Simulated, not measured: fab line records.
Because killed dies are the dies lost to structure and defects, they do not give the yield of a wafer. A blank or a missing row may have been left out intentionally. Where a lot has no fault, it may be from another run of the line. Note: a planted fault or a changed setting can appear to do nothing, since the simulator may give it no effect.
fab line records ; flow sky130
record: lots: 12; wafers: 36; last_day: 50
route steps=708 shown RES_XHIGH@360 LI_CONTACT@376 VIA2@528
lots with no fault: from the same line, run without faults
start_h: hours from the record's first day to the start of the lot's first wafer shown ; wait_h: how many hours have passed since the lot's step before this one ; " identical to the entry in the row above ; L1.1+2: one row covering several wafers at once ; - no value present, or no start provided ; * or withheld: withheld ; < > ~ a bound
route shown NAME@n: a module of which the file shows steps, and the number in the route of the first ; usual: the fault-free wafers' mean and standard deviation ; same: alike in all rows ; chamber/n: place in a boat ; sites: the reading at each site ; _std_site: standard deviation across them ; _edge_site: the outer-site mean with the inner-site mean subtracted ; radius_mm: how far each site lies from the wafer's centre ; mask NAME#n: copy n ; behind: the tool/chamber that last shaped the wafer ; hold: why the lot was held/for how many hours/how that ended ; device: whichever transistor did not switch (one of n, p or np) ; end of line: the tests these same wafers got at the end of their route ; for a step that has no rows: nothing shown but its recipe ; killed: dies that structure and defects cost at the first sort, which is not the same as the wafer's yield ; map: the dies of a wafer, with x for killed, . for not killed, _ for no die there
set.NAME: the setting as run; set.NAME@STEP: as run at that earlier step ; model.NAME: the simulator's own value behind a step, which no gauge read
route steps across a sampled set of lots; one table per step, one row per wafer
services: the hour from which a tool's chamber was out of use, counted from the record's first day as start_h (under 0 if before that day), plus the number of hours and why
== steps ==
step: SKY_SD_N_RS_MEAS_18
recipe: thk_meas_gauge: four-point-probe
usual: RES_XHIGH_RS: 333.1/1.2
lot.wafer;tool;chamber;start_h;wait_h;RES_XHIGH_RS[ohm/sq]
L859.4;film_metro-01;-;648.83;0.1;331.2
L859.5;film_metro-01;-;648.83;0.1;331.2
L859.6;film_metro-01;-;648.83;0.1;332.9
L861.4;film_metro-04;-;671.99;0.1;333.1
L861.5;film_metro-04;-;671.99;0.1;333.5
L861.6;film_metro-04;-;671.99;0.1;333.3
L862.2;film_metro-01;-;680.89;0.1;334.8
L862.5;film_metro-01;-;680.89;0.1;334.2
L862.6;film_metro-01;-;680.89;0.1;334.0
L864.1;film_metro-01;-;690.42;0.1;332.2
L864.2;film_metro-01;-;690.42;0.1;331.7
L864.6;film_metro-01;-;690.42;0.1;332.1
L863.1;film_metro-04;-;693.92;0.1;331.6
L863.2;film_metro-04;-;693.92;0.1;331.9
L863.4;film_metro-04;-;693.92;0.1;332.2
L865.1;film_metro-01;-;704.75;0.1;331.2
L865.4;film_metro-01;-;704.75;0.1;332.2
L865.6;film_metro-01;-;704.75;0.1;333.1
L874.1;film_metro-04;-;798.47;0.1;336.5
L874.3;film_metro-04;-;798.47;0.1;333.8
L874.5;film_metro-04;-;798.47;0.1;335.3
L875.1;film_metro-03;-;803.68;0.1;332.4
L875.2;film_metro-03;-;803.68;0.1;331.4
L875.3;film_metro-03;-;803.68;0.1;333.7
L877.2;film_metro-04;-;812.29;0.1;335.0
L877.4;film_metro-04;-;812.29;0.1;334.8
L877.6;film_metro-04;-;812.29;0.1;334.4
L878.1;film_metro-04;-;812.94;0.1;332.4
L878.2;film_metro-04;-;812.94;0.1;331.7
L878.5;film_metro-04;-;812.94;0.1;332.9
L879.1;film_metro-01;-;823.86;0.1;334.0
L879.5;film_metro-01;-;823.86;0.1;333.6
L879.6;film_metro-01;-;823.86;0.1;334.3
L880.4;film_metro-04;-;829.94;0.1;334.9
L880.5;film_metro-04;-;829.94;0.1;335.1
L880.6;film_metro-04;-;829.94;0.1;334.0
step: SKY_LI_CONTACT_ETCH_14
recipe: chemistry: N2/H2; target: BARC; ion_energy_ev: 200; source_w: 500; bias_w: 100; pressure_mtorr: 30; n2_flow_sccm: 100; h2_flow_sccm: 200; stop_on: SiO2; time_s: 45.9; target_depth_a: 600
usual: drypump_motor_current_A: 5.8/0.59; oes_product_au: 0.854/0.0044; throttle_valve_pct: 13.224/0.0094
lot.wafer;tool;chamber;start_h;wait_h;drypump_motor_current_A;oes_product_au;rf_hours_counter_h;throttle_valve_pct
L859.4;rie_diel-02;2;677.66;0.0;5.7;0.849;48;13.217
L859.5;rie_diel-02;0;677.66;0.0;4.8;0.858;-;13.243
L859.6;rie_diel-02;1;677.66;0.0;6.4;0.860;-;13.209
L861.4;rie_diel-02;2;700.81;0.0;5.7;0.853;-;13.221
L861.5;rie_diel-02;3;700.81;0.0;6.1;0.850;-;13.234
L861.6;rie_diel-02;1;700.81;0.0;6.4;0.853;-;13.220
L862.2;rie_diel-01;1;709.44;0.0;6.4;0.856;15;13.230
L862.5;rie_diel-01;0;709.44;0.0;6.6;0.855;-;13.226
L862.6;rie_diel-01;1;709.44;0.0;6.4;0.852;-;13.229
L864.1;rie_diel-02;3;718.84;0.0;6.1;0.852;11;13.222
L864.2;rie_diel-02;0;718.84;0.0;4.8;0.852;7;13.232
L864.6;rie_diel-02;3;718.84;0.0;6.1;0.859;-;13.219
L863.1;rie_diel-02;3;722.56;0.0;6.1;0.854;12;13.242
L863.2;rie_diel-02;1;722.56;0.0;6.4;0.843;4;13.220
L863.4;rie_diel-02;3;722.56;0.0;6.1;0.849;-;13.225
L865.1;rie_diel-01;3;733.09;0.0;5.7;0.856;6;13.221
L865.4;rie_diel-01;0;733.09;0.0;6.7;0.860;15;13.233
L865.6;rie_diel-01;2;733.09;0.0;5.7;0.862;-;13.209
L874.1;rie_diel-01;2;826.54;0.0;5.7;0.852;9;13.235
L874.3;rie_diel-01;1;826.54;0.0;6.4;0.858;18;13.236
L874.5;rie_diel-01;2;826.54;0.0;5.7;0.852;-;13.205
L875.1;rie_diel-02;0;831.35;0.0;4.8;0.858;10;13.219
L875.2;rie_diel-02;1;831.35;0.0;6.4;0.867;6;13.232
L875.3;rie_diel-02;2;831.35;0.0;5.7;0.858;2;13.218
L877.2;rie_diel-03;2;839.11;0.0;4.8;0.854;15;13.232
L877.4;rie_diel-03;3;839.11;0.0;5.3;0.853;14;13.227
L877.6;rie_diel-03;0;839.11;0.0;6.1;0.861;-;13.223
L878.1;rie_diel-02;3;839.85;0.0;6.1;0.851;14;13.216
L878.2;rie_diel-02;0;839.85;0.0;4.8;0.858;10;13.227
L878.5;rie_diel-02;3;839.85;0.0;6.1;0.852;-;13.237
L879.1;rie_diel-03;0;850.34;0.0;6.1;0.863;13;13.224
L879.5;rie_diel-03;1;850.34;0.0;5.0;0.852;-;13.225
L879.6;rie_diel-03;2;850.34;0.0;4.8;0.846;-;13.209
L880.4;rie_diel-03;0;856.30;0.0;6.1;0.853;13;13.221
L880.5;rie_diel-03;2;856.30;0.0;4.8;0.857;-;13.228
L880.6;rie_diel-03;3;856.30;0.0;5.3;0.859;-;13.222
step: SKY_LI_CONTACT_SPUTTER_20
recipe: material: TiN; target_thk_nm: 20; chamber_pressure_pa: 5; power_w: 4000; time_s: 80
usual: chamber_pressure_pa: 5.000/0.0096; throttle_valve_pct: 30.0/0.78
lot.wafer;tool;chamber;start_h;wait_h;chamber_pressure_pa;throttle_valve_pct
L859.4;pvd_sputter-04;-;678.16;0.0;4.988;29.8
L859.5;pvd_sputter-04;-;678.16;0.0;5.004;30.1
L859.6;pvd_sputter-04;-;678.16;0.0;5.004;31.0
L861.4;pvd_sputter-04;-;701.29;0.0;4.990;31.0
L861.5;pvd_sputter-04;-;701.29;0.0;4.998;28.9
L861.6;pvd_sputter-04;-;701.29;0.0;5.000;29.8
L862.2;pvd_sputter-04;-;709.94;0.0;4.994;31.0
L862.5;pvd_sputter-04;-;709.94;0.0;4.986;31.2
L862.6;pvd_sputter-04;-;709.94;0.0;5.009;29.8
L864.1;pvd_sputter-02;-;719.34;0.0;4.998;30.5
L864.2;pvd_sputter-02;-;719.34;0.0;4.992;30.9
L864.6;pvd_sputter-02;-;719.34;0.0;5.004;29.2
L863.1;pvd_sputter-02;-;723.06;0.0;4.994;29.4
L863.2;pvd_sputter-02;-;723.06;0.0;5.008;30.3
L863.4;pvd_sputter-02;-;723.06;0.0;4.992;29.3
L865.1;pvd_sputter-02;-;733.59;0.0;4.991;29.4
L865.4;pvd_sputter-02;-;733.59;0.0;5.020;30.5
L865.6;pvd_sputter-02;-;733.59;0.0;4.987;30.6
L874.1;pvd_sputter-04;-;827.05;0.0;4.988;29.8
L874.3;pvd_sputter-04;-;827.05;0.0;5.011;29.3
L874.5;pvd_sputter-04;-;827.05;0.0;4.987;30.1
L875.1;pvd_sputter-03;-;831.84;0.0;5.002;28.5
L875.2;pvd_sputter-03;-;831.84;0.0;4.994;31.0
L875.3;pvd_sputter-03;-;831.84;0.0;5.016;29.5
L877.2;pvd_sputter-04;-;839.61;0.0;4.990;29.3
L877.4;pvd_sputter-04;-;839.61;0.0;4.996;30.9
L877.6;pvd_sputter-04;-;839.61;0.0;5.009;30.9
L878.1;pvd_sputter-02;-;840.34;0.0;4.997;28.8
L878.2;pvd_sputter-02;-;840.34;0.0;5.011;29.1
L878.5;pvd_sputter-02;-;840.34;0.0;5.017;30.6
L879.1;pvd_sputter-04;-;850.84;0.0;5.015;30.1
L879.5;pvd_sputter-04;-;850.84;0.0;4.988;29.9
L879.6;pvd_sputter-04;-;850.84;0.0;4.999;29.8
L880.4;pvd_sputter-02;-;856.81;0.0;5.023;29.5
L880.5;pvd_sputter-02;-;856.81;0.0;4.988;30.3
L880.6;pvd_sputter-02;-;856.81;0.0;5.003;29.5
step: SKY_VIA2_CVD_21
recipe: material: W; target_thk_nm: 420; time_s: 126.4; temp_c: 400; pressure_torr: 40
usual: chamber_pressure_Torr: 40.01/0.084; heater_power_w: 879/86
lot.wafer;tool;chamber;start_h;wait_h;chamber_pressure_Torr;heater_power_w
L859.4;cvd_w-01;0;850.36;0.1;40.01;802
L859.5;cvd_w-01;0;850.36;0.1;39.99;818
L859.6;cvd_w-01;1;850.36;0.1;39.98;890
L861.4;cvd_w-02;1;871.93;0.1;40.03;879
L861.5;cvd_w-02;0;871.93;0.1;39.97;1029
L861.6;cvd_w-02;1;871.93;0.1;40.05;860
L862.2;cvd_w-01;1;881.15;0.0;40.03;903
L862.5;cvd_w-01;0;881.15;0.0;40.00;820
L862.6;cvd_w-01;1;881.15;0.0;40.05;907
L864.1;cvd_w-01;0;889.41;0.0;39.91;832
L864.2;cvd_w-01;1;889.41;0.0;39.93;873
L864.6;cvd_w-01;0;889.41;0.0;40.03;816
L863.1;cvd_w-01;0;892.88;0.0;41.44;812
L863.2;cvd_w-01;1;892.88;0.0;41.46;891
L863.4;cvd_w-01;1;892.88;0.0;41.44;875
L865.1;cvd_w-01;0;902.85;0.0;41.57;823
L865.4;cvd_w-01;1;902.85;0.0;41.34;876
L865.6;cvd_w-01;1;902.85;0.0;41.41;873
L874.1;cvd_w-01;0;987.40;0.0;40.02;767
L874.3;cvd_w-01;1;987.40;0.0;40.08;889
L874.5;cvd_w-01;0;987.40;0.0;40.02;768
L875.1;cvd_w-02;1;993.09;0.0;39.98;892
L875.2;cvd_w-02;0;993.09;0.0;40.06;1042
L875.3;cvd_w-02;0;993.09;0.0;40.14;1016
L877.2;cvd_w-01;0;998.36;0.0;39.98;756
L877.4;cvd_w-01;1;998.36;0.0;39.92;861
L877.6;cvd_w-01;0;998.36;0.0;40.06;762
L878.1;cvd_w-02;1;998.62;0.0;40.07;905
L878.2;cvd_w-02;0;998.62;0.0;39.97;1028
L878.5;cvd_w-02;1;998.62;0.0;40.09;880
L879.1;cvd_w-01;0;1009.63;0.0;40.00;752
L879.5;cvd_w-01;0;1009.63;0.0;39.88;755
L879.6;cvd_w-01;1;1009.63;0.0;40.12;874
L880.4;cvd_w-01;1;1013.95;0.0;40.14;863
L880.5;cvd_w-01;0;1013.95;0.0;39.99;782
L880.6;cvd_w-01;1;1013.95;0.0;40.01;863
== services ==
tool;chamber;start_h;hours;kind
rie_diel-03;3;657.73;2.3;repair
pvd_sputter-02;-;676.11;8.2;repair
rie_diel-02;0;697.91;9.2;repair
cvd_w-01;-;699.22;1.2;repair
pvd_sputter-04;-;721.46;2.0;repair
pvd_sputter-02;-;743.03;1.1;repair
pvd_sputter-02;-;757.44;3.7;repair
cvd_w-01;-;758.51;14.6;pm
pvd_sputter-02;-;782.71;1.2;repair
pvd_sputter-02;-;791.87;1.8;repair
cvd_w-01;1;798.69;14.9;repair
pvd_sputter-02;-;802.97;4.8;repair
cvd_w-01;-;832.62;0.3;repair
pvd_sputter-02;-;834.71;1.1;repair
cvd_w-01;1;836.56;1.5;repair
rie_diel-02;-;871.10;14.6;pm
pvd_sputter-02;-;887.64;3.4;repair
cvd_w-01;-;904.00;14.0;pm
pvd_sputter-02;-;904.31;11.8;repair
cvd_w-01;-;918.00;2.8;pm
cvd_w-01;-;935.58;1.4;repair
pvd_sputter-04;-;984.55;0.5;repair
pvd_sputter-02;-;997.52;1.9;repair
rie_diel-02;2;1009.68;12.5;repair
== key ==
first_sign: step: SKY_VIA2_CVD_21; reading: chamber_pressure_Torr; direction: up; sigmas: 17; usual: 40.01; struck: 41.44
effect none on later readings
met_at SKY_VIA2_CVD_21
struck_lots L863,L865
not_acting_at SKY_SD_N_RS_MEAS_18,SKY_LI_CONTACT_ETCH_14,SKY_LI_CONTACT_SPUTTER_20
onset_between 889.41 892.88
fault: kind: process_parameter_drift; tool: cvd_w-01; chamber: -; onset_h: 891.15; steps: SKY_VIA2_CVD_21; channel: pressure_torr; offset: 1.539; shape: step; end_h: 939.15; acts_in: these_recipes_only; stated: 40
